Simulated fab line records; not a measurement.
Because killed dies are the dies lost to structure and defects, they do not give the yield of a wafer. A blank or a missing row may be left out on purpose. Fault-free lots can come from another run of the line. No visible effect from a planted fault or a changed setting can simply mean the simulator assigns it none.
What tool caused it? ; flow sky130 ; Sampling: 11 lots, 33 wafers, 3 of 708 route steps

## WHAT EACH GAUGE READ, for each wafer
SKY_PWDE_TW_MEAS_10.
lot;measured;on;PWDE_TW
L935;day 4 05:38;filmMetro-01;376.4 376.1 375.0
L937;day 4 16:05;filmMetro-02;372.4 371.1 372.2
L939;day 4 23:28;filmMetro-04;376.0 376.2 377.0
L941;day 5 23:49;filmMetro-04;374.5 376.2 376.4
L942;day 6 10:28;filmMetro-02;372.8 371.7 371.0
L943;day 6 10:51;filmMetro-02;369.0 370.7 370.9
L944;day 6 19:34;filmMetro-01;371.4 372.0 372.2
L946;day 6 20:34;filmMetro-01;375.2 375.0 373.8
L948;day 7 13:10;filmMetro-04;368.3 369.3 368.5
L955;day 8 20:22;filmMetro-01;402.7 402.4 401.6
L957;day 9 05:20;filmMetro-04;401.3 400.4 401.5

## TOOL THAT RAN EACH LOT (tool first, then ch and the chambers of the sampled wafers, then the start)
lot;SKY_FIELD_ISO_ETCH_17;SKY_PWDE_IMPLANT_08
L935;rieSi-02 ch 1,2,3, day 2 10:19;implanter-02 ch 0, day 4 05:25
L937;rieSi-01 ch 0,1, day 2 19:19;implanter-01 ch 0, day 4 15:50
L939;rieSi-02 ch 1,2, day 3 08:40;implanter-01 ch 0, day 4 23:13
L941;rieSi-02 ch 0,2, day 3 20:16;implanter-01 ch 0, day 5 23:35
L942;rieSi-02 ch 0,2,3, day 4 01:19;implanter-02 ch 0, day 6 10:13
L943;rieSi-01 ch 0,1, day 4 04:04;implanter-03 ch 0, day 6 10:39
L944;rieSi-02 ch 0,3, day 4 08:52;implanter-02 ch 0, day 6 19:20
L946;rieSi-02 ch 0,1,2, day 4 20:40;implanter-02 ch 0, day 6 20:19
L948;rieSi-02 ch 2,3, day 5 05:25;implanter-01 ch 0, day 7 12:56
L955;rieSi-01 ch 0,1,3, day 6 16:46;implanter-01 ch 0, day 8 20:07
L957;rieSi-01 ch 1,2,3, day 7 05:40;implanter-01 ch 0, day 9 05:05
- SKY_FIELD_ISO_ETCH_17: etches Si in HBr/Cl2/O2, target depth 342 nm, time 97.7 s.
- SKY_PWDE_IMPLANT_08

## THE ANSWER, worked out from the rows above alone
Rule: the usual values come from the lots themselves. The widest of any qualifying gaps counts: lots, ordered by their means at a reading, are off when they make up no more than a third of the lots, leave a main group of 4 or more, and stand apart from it by 3 or more times the standard deviation of that group's means. A main group is skipped when, at the precision printed for the reading in the tables above, its means are all equal. Also off: a lot with no number at a reading for which 4 or more lots have one. Where the step has rows for the other lots, those lots are counted as sound.
Off: L955, L957, seen at SKY_PWDE_TW_MEAS_10 (PWDE_TW). Mean 373.0 and standard deviation 2.6 in the main group.
If a tool, at a process step before that reading, ran all the lots that are off and no sound lot after the first of them, it fits. The gauges at SKY_PWDE_TW_MEAS_10 are tried like those tools. Can't be told from this: 2 tools fit, rieSi-01 at SKY_FIELD_ISO_ETCH_17, implanter-01 at SKY_PWDE_IMPLANT_08.

## WHAT THE SIMULATOR HAD INSERTED
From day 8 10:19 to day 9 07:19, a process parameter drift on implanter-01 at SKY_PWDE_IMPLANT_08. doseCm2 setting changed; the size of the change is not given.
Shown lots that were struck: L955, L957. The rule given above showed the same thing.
